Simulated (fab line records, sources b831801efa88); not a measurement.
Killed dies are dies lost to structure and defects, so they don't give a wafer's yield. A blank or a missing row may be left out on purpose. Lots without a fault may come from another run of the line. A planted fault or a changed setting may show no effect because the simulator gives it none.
fab line records | flow sky130
record lots=6 wafers=18 last_day=50
route steps=708 shown VIA4@653 METAL5@661 PAD_OPEN@708
lots that met no fault: from a run of the same line without faults
start_h: hours from the record's first day to the start of the lot's first wafer shown | wait_h: hours since the lot's step before | " the same as in the row above | L1.1+2: a row that stands for several wafers | - no value, or no start given | * or withheld: withheld | < > ~ a bound
route shown NAME@n: a module of which the file shows steps, and the number in the route of the first | usual: mean/standard deviation of fault-free wafers | same: alike in all rows | chamber/n: place in a boat | sites: the reading at each site | _std_site: their standard deviation | _edge_site: outer sites' mean less inner sites' | radius_mm: how far each site lies from the wafer's centre | mask NAME#n: copy n | behind: the tool/chamber that last shaped the wafer | hold: why the lot was held/for how many hours/how that ended | device: the transistor (n, p or np) that didn't switch | end of line: the same wafers' tests at the end of the route | a step without rows: its recipe alone | killed: dies lost to structure and defects at the first sort, not the wafer's yield | map: a wafer's dies, x killed, . not, _ none there
set.NAME: the setting as run; set.NAME@STEP: as run at that earlier step | model.NAME: the simulator's own value behind a step, which no gauge read
lots at some steps of the route; a table a step, a row a wafer
services: from which hour (start_h, from the record's first day; less than 0 if before it) a tool's chamber was out of use, for how many hours, and why
## steps
# step SKY_VIA4_STRIP_14
# recipe chemistry=post_etch_residue_remover time_s=1200 temp_c=72.5
# step SKY_VIA4_CLEAN_15
# recipe chemistry=IPA time_s=180 temp_c=25
# step SKY_VIA4_CLEAN_16
# recipe chemistry=O3/DIW dry=n2_spin
# step SKY_VIA4_SPUTTER_17
# recipe material=TiN target_thk_nm=20 chamber_pressure_pa=5 power_w=4000 time_s=80
# usual cathode_dc_power_W=4000.1/0.63 throttle_valve_pct=30.2/1.2
# same time_s=80
# columns lot.wafer tool chamber start_h wait_h cathode_dc_power_W throttle_valve_pct
L652.4 pvd_sputter-02 - 1028.49 0.0 4000.2 32.2
L652.5 " - " " 3999.0 30.2
L652.6 " - " " 4000.8 29.5
L655.1 pvd_sputter-04 - 1053.71 0.0 4001.0 29.2
L655.2 " - " " 3999.7 30.4
L655.3 " - " " 4000.2 31.2
L657.2 pvd_sputter-02 - 1064.17 0.0 3999.5 29.7
L657.3 " - " " 4000.8 32.4
L657.5 " - " " 3999.2 29.7
L660.2 pvd_sputter-03 - 1083.22 0.0 4000.2 29.5
L660.3 " - " " 3999.8 29.1
L660.4 " - " " 4000.0 31.8
L667.2 pvd_sputter-04 - 1120.13 0.0 3999.6 30.8
L667.4 " - " " 4001.1 31.2
L667.5 " - " " 3999.4 28.8
L670.1 pvd_sputter-02 - 1147.01 0.0 3999.8 28.3
L670.2 " - " " 4001.6 30.1
L670.6 " - " " 4000.0 30.1
# step SKY_VIA4_CVD_18
# recipe material=W target_thk_nm=505 time_s=152.14 temp_c=400 pressure_torr=40
# step SKY_VIA4_RS_MEAS_19
# recipe thk_meas_gauge=four-point-probe reads=W_of_VIA4_CVD_18+TiN_of_VIA4_SPUTTER_17
# usual VIA4_W_RS=0.2247/0.0019
# columns lot.wafer tool chamber start_h wait_h VIA4_W_RS[ohm/sq]
L652.4 film_metro-04 - 1028.89 0.2 0.2237
L652.5 " - " " 0.2218
L652.6 " - " " 0.2248
L655.1 film_metro-04 - 1053.92 0.1 0.2225
L655.2 " - " " 0.2256
L655.3 " - " " 0.2238
L657.2 film_metro-04 - 1064.40 0.1 0.2254
L657.3 " - " " 0.2282
L657.5 " - " " 0.2266
L660.2 film_metro-03 - 1083.45 0.1 0.2193
L660.3 " - " " 0.2232
L660.4 " - " " 0.2218
L667.2 film_metro-01 - 1120.36 0.1 0.2259
L667.4 " - " " 0.2268
L667.5 " - " " 0.2270
L670.1 film_metro-04 - 1147.22 0.1 0.2196
L670.2 " - " " 0.2257
L670.6 " - " " 0.2235
# step SKY_VIA4_THK_MEAS_20
# recipe thk_meas_gauge=xrf reads=W_of_VIA4_CVD_18
# usual VIA4_W_THK=509/6.2
# columns lot.wafer tool chamber start_h wait_h VIA4_W_THK[nm]
L652.4 film_metro-04 - 1028.98 0.1 512
L652.5 " - " " 515
L652.6 " - " " 508
L655.1 film_metro-04 - 1054.04 0.1 508
L655.2 " - " " 504
L655.3 " - " " 503
L657.2 film_metro-04 - 1064.51 0.1 500
L657.3 " - " " 497
L657.5 " - " " 499
L660.2 film_metro-03 - 1083.56 0.1 518
L660.3 " - " " 512
L660.4 " - " " 509
L667.2 film_metro-01 - 1120.47 0.1 517
L667.4 " - " " 515
L667.5 " - " " 512
L670.1 film_metro-04 - 1147.34 0.1 521
L670.2 " - " " 513
L670.6 " - " " 514
# step SKY_VIA4_CMP_21
# recipe stop_on=SiO2 t_overpolish_s=25 down_force_psi=3.5 platen_rpm=60 target_thk_nm=0 pad_velocity_m_s=0.94248
# usual motor_current_A=11.6/1.1 overpolish_run_s=25.001/0.0094 time_to_endpoint_s=125/4.8
# columns lot.wafer tool chamber start_h wait_h motor_current_A overpolish_run_s time_to_endpoint_s
L652.4 cmp-01 1 1029.06 0.1 10.8 25.012 120
L652.5 " 0 " " 10.1 24.984 121
L652.6 " 1 " " 11.8 25.003 124
L655.2 cmp-02 0 1054.10 0.0 11.2 25.001 123
L655.3 " 1 " " 11.8 24.983 122
L655.1 " 2 " " 11.7 24.996 114
L657.2 cmp-02 0 1064.61 0.1 10.8 25.013 126
L657.3 " 1 " " 12.4 24.992 123
L657.5 " 3 " " 13.0 25.002 134
L660.2 cmp-01 1 1083.61 0.0 11.3 24.987 124
L660.3 " 3 " " 11.1 24.997 133
L660.4 " 0 " " 10.4 25.016 124
L667.4 cmp-01 2 1120.52 0.0 13.2 24.999 123
L667.2 " 3 " " 10.2 25.015 127
L667.5 " 2 " " 12.8 24.991 124
L670.2 cmp-02 0 1147.45 0.1 10.9 24.989 123
L670.1 " 1 " " 12.4 24.993 126
L670.6 " 3 " " 13.1 25.010 132
# step SKY_METAL5_SPUTTER_00
# recipe material=Ti target_thk_nm=15 power_w=3000 time_s=10 chamber_pressure_pa=0.4
# step SKY_METAL5_SPUTTER_01
# recipe material=TiN target_thk_nm=20 power_w=6500 time_s=16.7 chamber_pressure_pa=0.4
# step SKY_METAL5_SPUTTER_02
# recipe material=AlCu target_thk_nm=1150 power_w=10600 time_s=61.2 chamber_pressure_pa=0.4
# step SKY_METAL5_SPUTTER_03
# recipe material=Ti target_thk_nm=5 power_w=3000 time_s=3.3 chamber_pressure_pa=0.3909
# step SKY_METAL5_SPUTTER_04
# recipe material=TiN target_thk_nm=70 power_w=6500 time_s=58.3 chamber_pressure_pa=0.4
# usual cathode_dc_power_W=6500.0/1.2 throttle_valve_pct=30.3/1.2
# same time_s=58.3
# columns lot.wafer tool chamber start_h wait_h cathode_dc_power_W throttle_valve_pct model.TiN_of_METAL5_SPUTTER_04.thk_nm
L652.4 pvd_sputter-04 - 1029.43 0.0 6500.2 29.4 69.59
L652.5 " - " " 6501.1 29.2 70.3
L652.6 " - " " 6499.8 30.8 69.52
L655.1 pvd_sputter-04 - 1054.52 0.0 6501.2 30.7 71.19
L655.2 " - " " 6498.2 29.3 71.52
L655.3 " - " " 6502.4 28.8 71.23
L657.2 pvd_sputter-04 - 1064.98 0.0 6499.4 30.5 70.22
L657.3 " - " " 6498.9 31.1 70.46
L657.5 " - " " 6501.3 29.4 70.36
L660.2 pvd_sputter-01 - 1084.03 0.0 6499.9 32.6 69.85
L660.3 " - " " 6498.7 29.8 69.63
L660.4 " - " " 6499.6 32.3 68.82
L667.2 pvd_sputter-01 - 1120.94 0.0 7342.4 32.3 79.49
L667.4 " - " " 7343.8 32.5 79.41
L667.5 " - " " 7342.4 32.6 79.38
L670.1 pvd_sputter-01 - 1147.82 0.0 7344.7 32.9 78.12
L670.2 " - " " 7345.0 29.1 78.33
L670.6 " - " " 7345.6 32.8 78.83
# step SKY_METAL5_RS_MEAS_05
# recipe thk_meas_gauge=four-point-probe reads=TiN_of_METAL5_SPUTTER_04+Ti_of_METAL5_SPUTTER_03+AlCu_of_METAL5_SPUTTER_02+TiN_of_METAL5_SPUTTER_01+Ti_of_METAL5_SPUTTER_00
# usual METAL5_ALCU_RS=0.02708/0.00025
# columns lot.wafer tool chamber start_h wait_h METAL5_ALCU_RS[ohm/sq]
L652.4 film_metro-04 - 1029.54 0.1 0.02748
L652.5 " - " " 0.02739
L652.6 " - " " 0.02717
L655.1 film_metro-04 - 1054.57 0.0 0.02666
L655.2 " - " " 0.02699
L655.3 " - " " 0.02667
L657.2 film_metro-02 - 1065.05 0.0 0.0271
L657.3 " - " " 0.02744
L657.5 " - " " 0.02722
L660.2 film_metro-01 - 1084.10 0.0 0.02694
L660.3 " - " " 0.02699
L660.4 " - " " 0.02697
L667.2 film_metro-01 - 1121.01 0.0 0.02714
L667.4 " - " " 0.02718
L667.5 " - " " 0.02717
L670.1 film_metro-04 - 1147.87 0.0 0.02734
L670.2 " - " " 0.0271
L670.6 " - " " 0.02725
# step SKY_METAL5_THK_MEAS_06
# recipe thk_meas_gauge=xrf reads=AlCu_of_METAL5_SPUTTER_02
# usual METAL5_ALCU_THK=1169/11
# columns lot.wafer tool chamber start_h wait_h METAL5_ALCU_THK[nm]
L652.4 film_metro-04 - 1029.63 0.1 1158
L652.5 " - " " 1151
L652.6 " - " " 1167
L655.1 film_metro-04 - 1054.69 0.1 1180
L655.2 " - " " 1171
L655.3 " - " " 1177
L657.2 film_metro-02 - 1065.16 0.1 1160
L657.3 " - " " 1154
L657.5 " - " " 1160
L660.2 film_metro-01 - 1084.21 0.1 1184
L660.3 " - " " 1174
L660.4 " - " " 1185
L667.2 film_metro-01 - 1121.12 0.1 1128
L667.4 " - " " 1136
L667.5 " - " " 1132
L670.1 film_metro-04 - 1147.99 0.1 1148
L670.2 " - " " 1140
L670.6 " - " " 1143
# step SKY_METAL5_DEHYDRATE_07
# recipe temp_c=200 time_s=60
# step SKY_METAL5_HMDS_08
# recipe prime_time_s=60 prime_temp_c=120
# step SKY_METAL5_COAT_09
# recipe resist=NOVOLAK spin_rpm=3000 resist_thk_nm=1800
# step SKY_METAL5_SOFTBAKE_10
# recipe temp_c=90 time_s=60 resist=NOVOLAK
# step SKY_METAL5_EXPOSE_11
# recipe mask_id=MM5 na=0.6 source_shape=conventional sigma_outer=0.6 polarization=unpolarized target_cd_nm=1600 dose_mj=190
# step SKY_METAL5_PEB_12
# recipe temp_c=withheld time_s=* resist=NOVOLAK
# step SKY_METAL5_DEVELOP_13
# recipe resist=NOVOLAK developer=TMAH develop_time_s=60 dev_temp_c=23
# step SKY_METAL5_DESCUM_14
# recipe chemistry=O2 source_power_w=150 bias_power_w=0 pressure_mtorr=10 temp_c=40 time_s=11
# usual drypump_motor_current_A=5.77/0.2 oes_product_au=0.999/0.0088
# same bias_power_w=0 time_s=11
# columns lot.wafer tool chamber start_h wait_h drypump_motor_current_A oes_product_au rf_hours_counter_h
L652.4 rie_metal-03 1 1051.08 0.1 5.71 0.992 -
L652.5 " 1 " " 5.75 0.992 -
L652.6 " 0 " " 5.76 1.006 -
L655.1 rie_metal-01 1 1075.43 0.1 6.07 0.982 12
L655.2 " 0 " " 5.52 0.999 15
L655.3 " 1 " " 6.07 0.996 -
L657.2 rie_metal-01 1 1085.58 0.1 6.06 0.992 13
L657.3 " 0 " " 5.51 1.008 -
L657.5 " 1 " " 6.07 1.002 -
L660.2 rie_metal-03 1 1104.07 0.1 5.74 0.994 15
L660.3 " 0 " " 5.68 1.016 -
L660.4 " 1 " " 5.73 0.995 -
L667.2 rie_metal-01 0 1139.37 0.1 5.52 1.006 19
L667.4 " 0 " " 5.51 1.002 -
L667.5 " 1 " " 6.04 1.002 -
L670.1 rie_metal-02 1 1165.13 0.1 5.99 0.993 26
L670.2 " 0 " " 5.65 0.998 20
L670.6 " 0 " " 5.67 0.992 -
# step SKY_METAL5_METAL_ETCH_15
# recipe target_depth_a=12600 stop_on=SiO2 over_etch_frac=0.2 time_s=252 chemistry=Cl2/BCl3 resist_sidewall_deg=86 pressure_mtorr=10 icp_w=900 bias_w=48.5 Cl2_flow_sccm=60 bcl3_flow_sccm=30
# usual drypump_motor_current_A=5.77/0.2 mfc_cl2_sccm=60.00/0.19 oes_product_au=0.895/0.0051 throttle_valve_pct=22.265/0.0096
# same time_s=252
# columns lot.wafer tool chamber start_h wait_h drypump_motor_current_A mfc_cl2_sccm oes_product_au rf_hours_counter_h throttle_valve_pct
L652.4 rie_metal-03 1 1051.18 0.1 5.73 59.89 0.894 - 22.276
L652.5 " 1 " " 5.75 59.87 0.897 - 22.265
L652.6 " 0 " " 5.69 59.89 0.889 - 22.265
L655.1 rie_metal-01 1 1075.46 0.0 6.05 60.05 0.894 12 22.257
L655.2 " 0 " " 5.51 59.74 0.898 15 22.263
L655.3 " 1 " " 6.06 60.20 0.905 - 22.263
L657.2 rie_metal-01 1 1085.61 0.0 6.05 59.88 0.898 13 22.265
L657.3 " 0 " " 5.51 60.10 0.894 - 22.265
L657.5 " 1 " " 6.06 59.92 0.889 - 22.275
L660.2 rie_metal-03 1 1104.11 0.0 5.74 59.84 0.899 15 22.261
L660.3 " 0 " " 5.74 59.72 0.898 - 22.272
L660.4 " 1 " " 5.72 59.80 0.896 - 22.266
L667.2 rie_metal-01 0 1139.41 0.0 5.53 59.96 0.907 19 22.271
L667.4 " 0 " " 5.52 59.89 0.902 - 22.255
L667.5 " 1 " " 6.09 59.99 0.903 - 22.262
L670.1 rie_metal-02 1 1165.16 0.0 6.00 60.22 0.895 26 22.255
L670.2 " 0 " " 5.71 60.56 0.894 20 22.270
L670.6 " 0 " " 5.70 60.29 0.906 - 22.267
# step SKY_METAL5_STRIP_16
# recipe chemistry=O2/N2 power_w=1400 pressure_mtorr=1500 platen_temp_c=withheld o2_flow_sccm=3000 n2_flow_sccm=300 overash_fraction=0.5
# usual drypump_motor_current_A=5.5/0.48 n2_flow_sccm=300.1/0.92 oes_product_au=0.710/0.0045 strip_time_to_endpoint_s=13.06/0.11
# same overash_fraction=0.5
# columns lot.wafer tool chamber start_h wait_h drypump_motor_current_A n2_flow_sccm oes_product_au rf_hours_counter_h strip_time_to_endpoint_s
L652.4 plasma_asher-02 0 1051.37 0.1 6.1 299.8 0.717 - 13.13
L652.5 " 0 " " 6.1 298.6 0.711 - 13.24
L652.6 " 1 " " 5.4 301.3 0.715 - 13.15
L655.1 plasma_asher-01 0 1075.70 0.2 6.0 299.0 0.712 1 13.23
L655.2 " 1 " " 5.7 300.3 0.705 1 13.15
L655.3 " 1 " " 5.7 300.5 0.708 - 13.14
L657.2 plasma_asher-01 0 1085.85 0.2 6.0 300.3 0.711 2 13.08
L657.3 " 0 " " 6.0 300.9 0.709 - 13.06
L657.5 " 1 " " 5.7 299.6 0.712 - 13.13
L660.2 plasma_asher-01 1 1104.34 0.2 5.7 301.1 0.717 3 13.20
L660.3 " 0 " " 6.0 301.2 0.706 - 12.92
L660.4 " 1 " " 5.7 302.6 0.709 - 13.18
L667.2 plasma_asher-01 1 1139.64 0.2 5.7 299.2 0.709 7 12.99
L667.4 " 1 " " 5.7 299.1 0.719 - 12.89
L667.5 " 1 " " 5.8 298.5 0.706 - 12.94
L670.1 plasma_asher-03 0 1165.40 0.2 4.8 299.5 0.711 103 13.15
L670.2 " 1 " " 5.0 300.4 0.705 103 13.15
L670.6 " 0 " " 4.8 298.9 0.705 - 13.08
# step SKY_METAL5_STRIP_17
# recipe chemistry=post_etch_residue_remover time_s=1200 temp_c=72.5
# same time_s=1200
# columns lot.wafer tool chamber start_h wait_h model.TiN_of_METAL5_SPUTTER_04.thk_nm
L652.4 wet_bench-01 2 1051.44 0.0 69.17
L652.5 " 2 " " 69.88
L652.6 " 2 " " 69.1
L655.1 wet_bench-01 2 1075.80 0.1 70.78
L655.2 " 2 " " 71.11
L655.3 " 2 " " 70.82
L657.2 wet_bench-04 0 1085.95 0.1 69.8
L657.3 " 0 " " 70.04
L657.5 " 0 " " 69.94
L660.2 wet_bench-02 2 1104.44 0.1 69.43
L660.3 " 2 " " 69.21
L660.4 " 2 " " 68.4
L667.2 wet_bench-02 3 1139.74 0.1 79.07
L667.4 " 3 " " 78.99
L667.5 " 3 " " 78.96
L670.1 wet_bench-02 2 1165.50 0.1 77.7
L670.2 " 2 " " 77.91
L670.6 " 2 " " 78.41
# step SKY_METAL5_CLEAN_18
# recipe chemistry=IPA time_s=180 temp_c=25
# step SKY_PAD_OPEN_PROBE_99
# usual defect_limited_yield=82.6/2 killed_at_M0_to_M3=43/7.1 killed_at_M4_up=3.0/1.9 killed_at_contacts=24/5 killed_at_front_end=15/4.3 killed_at_other=0.3/0.5 killed_dies=85/9.6 killed_open=46/7.1 killed_short=39/6.8 sort_bin_3_pad_short=0.9/0.42 sort_bin_5_function=10.2/1.4 sort_bin_6_memory=6.3/1.2 sort_n_pass=407/9.6 sort_yield_pct=82.6/2
# same gross_dies=492 killed_at_back_side=0 sort_bin_4_leakage[%]=0 sort_bin_8_speed[%]=0
# columns lot.wafer tool chamber start_h wait_h defect_limited_yield[%] killed_at_M0_to_M3 killed_at_M4_up killed_at_contacts killed_at_front_end killed_at_other killed_dies killed_open killed_short sort_bin_3_pad_short[%] sort_bin_5_function[%] sort_bin_6_memory[%] sort_n_pass sort_yield_pct[%]
L652.4 prober-01 - 1096.43 0.2 82.5 45 5 21 15 0 86 45 41 1.0 10.2 6.3 406 82.5
L652.5 prober-01 - 1096.48 0.2 84.8 40 2 23 10 0 75 39 36 0.4 8.1 6.7 417 84.8
L652.6 prober-01 - 1096.53 0.2 83.7 38 4 23 13 2 80 45 35 0.6 9.3 6.3 412 83.7
L660.2 prober-01 - 1145.03 0.1 86.4 27 0 19 19 2 67 31 36 1.0 7.3 5.3 425 86.4
L660.3 prober-01 - 1145.08 0.2 81.1 49 3 25 16 0 93 49 44 1.0 10.8 7.1 399 81.1
L660.4 prober-01 - 1145.13 0.2 84.3 38 5 20 14 0 77 44 33 0.6 9.1 5.9 415 84.3
# killed by level:class
L652.4 CONTACT:geometric_particle:open=11 VIA3:geometric_particle:open=10 VIA1:geometric_particle:open=7 FIELD_ISO:geometric_particle:short=6 METAL2:geometric_particle:short=6 METAL1:geometric_particle:short=5 VIA2:geometric_particle:open=5 LI_CONTACT:geometric_particle:open=4
L652.5 LI_CONTACT:geometric_particle:open=9 METAL1:geometric_particle:short=8 CONTACT:geometric_particle:open=7 VIA1:geometric_particle:short=5 VIA1:geometric_particle:open=5 LOCAL_INTERCONNECT:geometric_particle:short=4 METAL2:geometric_particle:open=4 METAL2:geometric_particle:short=4
L652.6 LI_CONTACT:geometric_particle:open=10 VIA2:geometric_particle:open=6 CONTACT:geometric_particle:open=6 VIA1:geometric_particle:open=6 METAL1:geometric_particle:short=5 VIA3:geometric_particle:open=5 POLY_GATE:geometric_particle:short=4 CONTACT:geometric_particle:short=4
L660.2 VIA1:geometric_particle:short=9 FIELD_ISO:geometric_particle:open=7 CONTACT:geometric_particle:open=6 CONTACT:geometric_particle:short=6 FIELD_ISO:geometric_particle:short=4 METAL1:geometric_particle:short=4 VIA1:geometric_particle:open=4 POLY_GATE:geometric_particle:open=2
L660.3 VIA1:geometric_particle:open=15 CONTACT:geometric_particle:open=7 METAL2:geometric_particle:short=7 LOCAL_INTERCONNECT:geometric_particle:short=6 METAL1:geometric_particle:short=6 LI_CONTACT:geometric_particle:open=5 METAL3:geometric_particle:short=5 FIELD_ISO:geometric_particle:open=4
L660.4 VIA1:geometric_particle:open=12 CONTACT:geometric_particle:open=7 METAL1:geometric_particle:short=6 FIELD_ISO:geometric_particle:short=5 LI_CONTACT:geometric_particle:open=5 POLY_GATE:geometric_particle:open=4 LOCAL_INTERCONNECT:geometric_particle:short=4 VIA2:geometric_particle:open=4
## services
# columns tool chamber start_h hours kind
pvd_sputter-01 - 1005.31 12.8 repair
cmp-02 - 1047.81 0.7 repair
plasma_asher-01 - 1055.25 9.0 pm
plasma_asher-01 0 1055.25 9.0 vent_cycle
plasma_asher-01 1 1055.25 9.0 vent_cycle
plasma_asher-01 0 1064.25 - clean
plasma_asher-01 1 1064.25 - clean
rie_metal-02 - 1070.45 14.6 pm
pvd_sputter-02 - 1071.34 1.6 repair
pvd_sputter-04 - 1083.81 2.2 repair
cmp-01 - 1084.43 4.0 pm
pvd_sputter-04 2 1106.77 - consumable_replace:kit
pvd_sputter-04 2 1106.77 18.0 scheduled_down
pvd_sputter-04 2 1106.77 18.0 vent_cycle
pvd_sputter-03 - 1109.78 2.4 repair
plasma_asher-01 - 1120.22 2.8 pm
pvd_sputter-03 - 1124.72 3.8 repair
cmp-02 - 1127.17 0.7 repair
plasma_asher-03 - 1149.40 1.8 repair
cmp-01 - 1157.31 5.2 pm
pvd_sputter-04 - 1160.42 1.3 repair
plasma_asher-02 - 1162.59 3.7 repair
rie_metal-03 0 1163.97 - clean
rie_metal-03 0 1163.97 - consumable_replace:focus_ring
## key
first_sign step=SKY_METAL5_SPUTTER_04 reading=cathode_dc_power_W direction=up sigmas=99+ usual=6500.0 struck=7344.0
effect step=SKY_METAL5_THK_MEAS_06 reading=METAL5_ALCU_THK direction=down sigmas=2.8 usual=1169 struck=1138
model_effect step=SKY_METAL5_SPUTTER_04 value=TiN_of_METAL5_SPUTTER_04.thk_nm without=69.85 struck=78.93
model_effect step=SKY_METAL5_STRIP_17 value=TiN_of_METAL5_SPUTTER_04.thk_nm without=69.42 struck=78.51
met_at SKY_METAL5_SPUTTER_04
struck_wafers L667.2,L667.4,L667.5,L670.1,L670.2,L670.6
onset_between 1084.03 1120.94
fault kind=process_parameter_drift tool=pvd_sputter-01 chamber=- onset_h=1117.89 steps=SKY_METAL5_SPUTTER_04 channel=power_w offset=* shape=step end_h=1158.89 acts_in=* stated=*
